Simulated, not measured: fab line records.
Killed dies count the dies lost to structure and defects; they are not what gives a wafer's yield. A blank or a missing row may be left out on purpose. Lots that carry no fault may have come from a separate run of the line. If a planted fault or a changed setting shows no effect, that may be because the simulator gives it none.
Which of the tools did it? ; flow sky130 ; 12 lots with 36 wafers sampled at 4 steps, on a route of 708 steps

== WHAT THE GAUGES READ, wafer by wafer ==
SKY_VIA1_THK_MEAS_01. Usual: VIA1_HDPCVD_THK 1029 nm, standard deviation 12.
lot;measured;on;VIA1_HDPCVD_THK (nm);flag
L921;day 33 04:20;film metro-02;1038 1040 1039;
L922;day 33 10:50;film metro-01;1034 1028 1029;
L923;day 34 03:47;film metro-03;1038 1055 1049;
L924;day 34 06:11;film metro-03;1036 1023 1026;
L926;day 35 02:58;film metro-02;1009 1021 1014;
L928;day 35 06:46;film metro-02;1022 1025 1021;
L927;day 35 07:58;film metro-01;1042 1036 1040;
L929;day 35 21:43;film metro-01;1005 1029 1029;
L934;day 37 09:33;film metro-02;1010 1026 1008;
L936;day 37 17:59;film metro-01;815 833 828;OFF
L938;day 38 10:28;film metro-02;843 829 816;OFF
L941;day 39 14:43;film metro-03;1036 1031 1028;

SKY_VIA1_BOW_MEAS_03. Usual: VIA1_BOW 78 um, standard deviation 7.1.
lot;measured;on;VIA1_BOW (um);flag
L921;day 33 04:42;film metro-03;69 77 75;
L922;day 33 11:12;film metro-03;81 79 78;
L923;day 34 04:08;film metro-01;77 73 75;
L924;day 34 06:34;film metro-03;71 67 89;
L926;day 35 03:19;film metro-02;91 79 78;
L928;day 35 07:07;film metro-03;78 85 79;
L927;day 35 08:20;film metro-02;75 83 72;
L929;day 35 22:05;film metro-02;82 80 81;
L934;day 37 09:56;film metro-03;76 75 75;
L936;day 37 18:20;film metro-01;80 88 86;
L938;day 38 10:50;film metro-03;70 83 80;
L941;day 39 15:05;film metro-02;75 70 79;

== TOOL THAT RAN EACH LOT (tool first, then ch and the chambers of the sampled wafers, then the start) ==
lot;SKY_METAL1_SPUTTER_00;SKY_VIA1_HDPCVD_00
L921;pvd sputter-03, day 31 23:09;hdpcvd-02 ch 0,2, day 33 04:12
L922;pvd sputter-01, day 32 06:08;hdpcvd-01 ch 1,2, day 33 10:42
L923;pvd sputter-02, day 32 23:49;hdpcvd-02 ch 0,1,2, day 34 03:40
L924;pvd sputter-03, day 33 02:22;hdpcvd-02 ch 0,1,2, day 34 06:04
L926;pvd sputter-02, day 33 23:22;hdpcvd-01 ch 0,1,2, day 35 02:51
L928;pvd sputter-01, day 34 03:17;hdpcvd-01 ch 0,1, day 35 06:39
L927;pvd sputter-02, day 34 03:49;hdpcvd-02 ch 0,1, day 35 07:50
L929;pvd sputter-01, day 34 18:37;hdpcvd-01 ch 1,2, day 35 21:37
L934;pvd sputter-02, day 36 06:28;hdpcvd-01 ch 0,1, day 37 09:25
L936;pvd sputter-01, day 36 14:31;hdpcvd-02 ch 1,2, day 37 17:52
L938;pvd sputter-02, day 37 06:59;hdpcvd-02 ch 0,1, day 38 10:20
L941;pvd sputter-02, day 38 12:13;hdpcvd-01 ch 0,2, day 39 14:35
- SKY_METAL1_SPUTTER_00: material Ti, target thk 15 nm, time 10 s.
- SKY_VIA1_HDPCVD_00: deposits SiO2, target thk 1030 nm, time 171.7 s.

== AS READ BY THE TOOLS THEMSELVES (means over the sampled wafers that have a number; for cases with no such wafer, the mark the record gives instead) ==
SKY_METAL1_SPUTTER_00. Usual: throttle valve pct at 29.9 %, with a standard deviation of 1.1.
lot;tool;throttle valve pct (%);flag
L921;pvd sputter-03;29.7;
L922;pvd sputter-01;28.3;
L923;pvd sputter-02;29.8;
L924;pvd sputter-03;29.7;
L926;pvd sputter-02;30.1;
L928;pvd sputter-01;30.1;
L927;pvd sputter-02;31.0;
L929;pvd sputter-01;30.0;
L934;pvd sputter-02;30.5;
L936;pvd sputter-01;30.1;
L938;pvd sputter-02;30.4;
L941;pvd sputter-02;29.1;

SKY_VIA1_HDPCVD_00. Usual: sih4 flow sccm at 59.97 sccm, with a standard deviation of 0.2.
lot;tool;sih4 flow sccm (sccm);flag
L921;hdpcvd-02;59.91;
L922;hdpcvd-01;59.69;
L923;hdpcvd-02;60.05;
L924;hdpcvd-02;60.14;
L926;hdpcvd-01;59.73;
L928;hdpcvd-01;59.87;
L927;hdpcvd-02;59.89;
L929;hdpcvd-01;60.13;
L934;hdpcvd-01;59.91;
L936;hdpcvd-02;47.85;OFF
L938;hdpcvd-02;47.99;OFF
L941;hdpcvd-01;59.96;

== THE ANSWER, worked out from the rows above alone ==
Rule: lot off if the mean of its wafers having a number is beyond 3 standard deviations from the usual mean. Also off: a lot with no number at a reading for which 4 or more lots have one. Any other lot the step has rows for is counted as sound. First the gauges in route order, then the tools' own readings, where a lot's mean is used as printed above. At the first step where some lot is off, the reading lying furthest off is the one used; lots without a number count as furthest.
Off: at SKY_VIA1_THK_MEAS_01 (VIA1_HDPCVD_THK), L936, L938.
If a tool, at a process step before that reading, ran all the lots that are off and no sound lot after the first of them, it fits. Not tried: the gauges at SKY_VIA1_THK_MEAS_01; whatever is off there is also off at SKY_VIA1_HDPCVD_00, on other tools, and gauge error can't account for it. One candidate fits, namely hdpcvd-02 at SKY_VIA1_HDPCVD_00. Its last sound lot is L927 (day 35 07:50), its first lot that is off L936 (day 37 17:52): a fault that began between those two fits.
The tool's own readings at SKY_VIA1_HDPCVD_00 bear it out: on the lots that are off they differ by more than 5 times the standard deviation of the sound lots' means. sih4 flow sccm reads 47.92 sccm there against 59.93 sccm on the sound lots.

== WHAT THE SIMULATOR PUT IN ==
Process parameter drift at SKY_VIA1_HDPCVD_00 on hdpcvd-02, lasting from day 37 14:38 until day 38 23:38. Setting sih4 flow sccm shifted by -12 from 60. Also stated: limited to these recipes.
Struck lots among those shown: L936, L938. The same result came from the rule above.
